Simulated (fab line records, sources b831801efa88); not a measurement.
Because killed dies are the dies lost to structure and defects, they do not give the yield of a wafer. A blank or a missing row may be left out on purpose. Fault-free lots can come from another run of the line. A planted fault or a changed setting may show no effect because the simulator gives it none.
The tool behind it: which one? | flow gf180mcu | 7 lots, 21 wafers sampled, at 1 step of a route of 602

WHAT EACH GAUGE READ, for each wafer
GF_STI_THK_MEAS_04.
lot  | measured    | on            | STI_CVD_03_THK (nm)
L667 | day 2 04:46 | film-metro-02 | 206.7 203.9 205.0
L669 | day 2 14:37 | film-metro-03 | 207.8 210.1 207.4
L671 | day 3 01:02 | film-metro-02 | 206.9 205.8 206.9
L674 | day 3 16:10 | film-metro-01 | 208.2 207.1 206.6
L680 | day 4 23:10 | film-metro-01 | 205.4 205.0 206.4
L685 | day 5 22:34 | film-metro-03 | 209.6 209.7 209.6
L687 | day 6 09:33 | film-metro-02 | 206.3 207.3 207.5

TOOL THAT RAN EACH LOT (tool first, then ch and the chambers of the sampled wafers, then the start)
The record shows no process step preceding these readings.

THE ANSWER, worked out from the rows above alone
Rule: usual is defined by the lots themselves. The widest of any qualifying gaps counts: lots, ordered by their means at a reading, are off when they make up no more than a third of the lots, leave a main group of 4 or more, and stand apart from it by 3 or more times the standard deviation of that group's means. The tables above print the reading to a certain number of digits; a main group whose means all agree to those digits is not used. A lot without any number at a reading at which 4 lots or more have one is off too. Where the step has rows for the other lots, those lots are counted as sound.
No lot is off on any of the readings shown, so nothing can be concluded from this.

WHAT THE SIMULATOR PUT IN
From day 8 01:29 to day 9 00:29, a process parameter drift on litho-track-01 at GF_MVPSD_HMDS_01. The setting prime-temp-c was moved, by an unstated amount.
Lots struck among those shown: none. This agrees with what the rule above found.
